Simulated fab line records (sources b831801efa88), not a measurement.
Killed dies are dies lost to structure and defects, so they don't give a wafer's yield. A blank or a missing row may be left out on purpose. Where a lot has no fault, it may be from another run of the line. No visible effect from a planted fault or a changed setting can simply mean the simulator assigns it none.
A lot that was struck, set against a sound lot | flow sky130 | 17 steps out of a route of 708
Sound: wafers L469.1, L469.5, L469.6. Struck: wafer L483.2. (L483.1, L483.4 of the same lot were not struck and are left out.) The cause comes at the end.
Order at every step that has rows: each side's tool, ch and its chambers, its first start. Under that, the readings that differ: sound wafers | struck wafers | difference of the means | sigmas: that difference in standard deviations of wafers without a fault.
alike: a reading whose means differ by less than 2 such deviations, as well as words and numbers matching on both sides. not compared: withheld readings; readings where some wafer has no value; bounds like >300 that might hide an equal value; numbers whose values overlap and for which the record gives no deviation.
The two part at a step that has a row with sigmas, a row that says differs or no value, or rows on one side only. Numbers that have no deviation but don't overlap get no sigmas and don't part them. Lack of a reading on every wafer of one side parts them only where that side has two or more wafers.

first, 3 steps without rows for these wafers: SKY_VIA1_EXPOSE_09 (exposes mask VIM, target cd 150 nm); SKY_VIA1_PEB_10; SKY_VIA1_DEVELOP_11 (develop time 60 s).
SKY_VIA1_CD_MEAS_12 targets a cd of 150 nm.
  struck on cdSem-02, day 39 14:29; sound on cdSem-01, day 35 05:43
  alike: cdNm
SKY_VIA1_OVL_MEAS_13:
  struck on overlay-01, day 39 14:37; sound on overlay-01, day 35 05:50
  alike: VIA1_OVL
SKY_VIA1_ETCH_14: etches BARC in N2/H2, stops on SiO2, time 45.9 s, target depth 60 nm.
  sound on rieDiel-04 ch 0,1,3, day 35 05:52; struck on rieDiel-01 ch 2, day 39 14:38
reading           | sound              | struck | difference | sigmas
n2FlowSccm (sccm) | 100.11 99.75 99.94 | 99.33  | -0.60      | -2
  alike: drypumpMotorCurrentA, oesProductAu, throttleValvePct
  not compared: rfHoursCounterH
SKY_VIA1_ETCH_15: etches SiO2 in C4F8/O2/Ar, stops on TiN, target depth 351 nm, time 54 s.
  sound on rieDiel-04 ch 0,1,3, day 35 05:55; struck on rieDiel-01 ch 2, day 39 14:41
  alike: oesProductAu
  not compared: rfHoursCounterH
SKY_VIA1_STRIP_16: strips in O2/N2.
  sound on plasmaAsher-02 ch 0,1, day 35 05:57; struck on plasmaAsher-01 ch 1, day 39 14:44
reading                  | sound             | struck | difference | sigmas
n2FlowSccm (sccm)        | 301.5 301.0 300.0 | 298.8  | -2.0       | -2
stripTimeToEndpointS (s) | 4.502 4.502 4.506 | 4.460  | -0.043     | -2
  alike: drypumpMotorCurrentA, oesProductAu
  not compared: rfHoursCounterH
then, 3 steps without rows for these wafers: SKY_VIA1_STRIP_17 (strips in post etch residue remover, time 1200 s); SKY_VIA1_CLEAN_18 (cleans in IPA, time 180 s); SKY_VIA1_CLEAN_19 (cleans in O3/DIW).
SKY_VIA1_SPUTTER_20: material TiN, target thk 20 nm, time 80 s.
  struck on pvdSputter-01, day 39 15:20; sound on pvdSputter-01, day 35 06:37
  alike: throttleValvePct
SKY_VIA1_CVD_21: deposits W, target thk 270 nm, time 80.902 s.
  sound on cvdW-02 ch 0,1, day 35 06:41; struck on cvdW-01 ch 1, day 39 15:24
reading                           | sound             | struck | difference | sigmas
heaterPowerOuterW (W)             | 542 564 507       | 483    | -55        | -2
heaterPowerW (W)                  | 886 874 836       | 780    | -85        | -2
model.W_of_VIA1_CVD_21.thkNm (nm) | 264.3 261.7 261.9 | 255.9  | -6.7       | 
SKY_VIA1_RS_MEAS_22: the measuring method here is four-point-probe.
  struck on filmMetro-04, day 39 15:29; sound on filmMetro-02, day 35 06:46
reading            | sound             | struck | difference | sigmas
VIA1_W_RS (ohm/sq) | 0.436 0.440 0.440 | 0.451  | +0.012     | +3
SKY_VIA1_THK_MEAS_23: measures by xrf.
  struck on filmMetro-04, day 39 15:37; sound on filmMetro-02, day 35 06:53
reading         | sound       | struck | difference | sigmas
VIA1_W_THK (nm) | 270 266 267 | 257    | -11        | -3
SKY_VIA1_CMP_24: polishes, stops on SiO2, t overpolish 15 s, target thk 0 nm.
  sound on cmp-02 ch 0,1, day 35 07:00; struck on cmp-01 ch 2, day 39 15:43
reading             | sound         | struck | difference | sigmas
motorCurrentA (A)   | 12.3 8.2 12.3 | 8.0    | -2.9       | -3
timeToEndpointS (s) | 62 58 62      | 67     | +6         | +2
  alike: overpolishRunS
-- the record jumps here: 10 days lie between the struck wafers' starts before and after (it left off in module VIA1 and takes up again in module PAD_OPEN, whose first step shown is number 708 of the route) --
SKY_PAD_OPEN_PROBE_99:
  the record has rows for the struck wafers here (prober-01, day 49 23:07) and none for the sound ones

== WHERE THEY PART ==
Last at SKY_PAD_OPEN_PROBE_99 as far as this record goes, first at SKY_VIA1_ETCH_14.

WHY: whatever the simulator had introduced
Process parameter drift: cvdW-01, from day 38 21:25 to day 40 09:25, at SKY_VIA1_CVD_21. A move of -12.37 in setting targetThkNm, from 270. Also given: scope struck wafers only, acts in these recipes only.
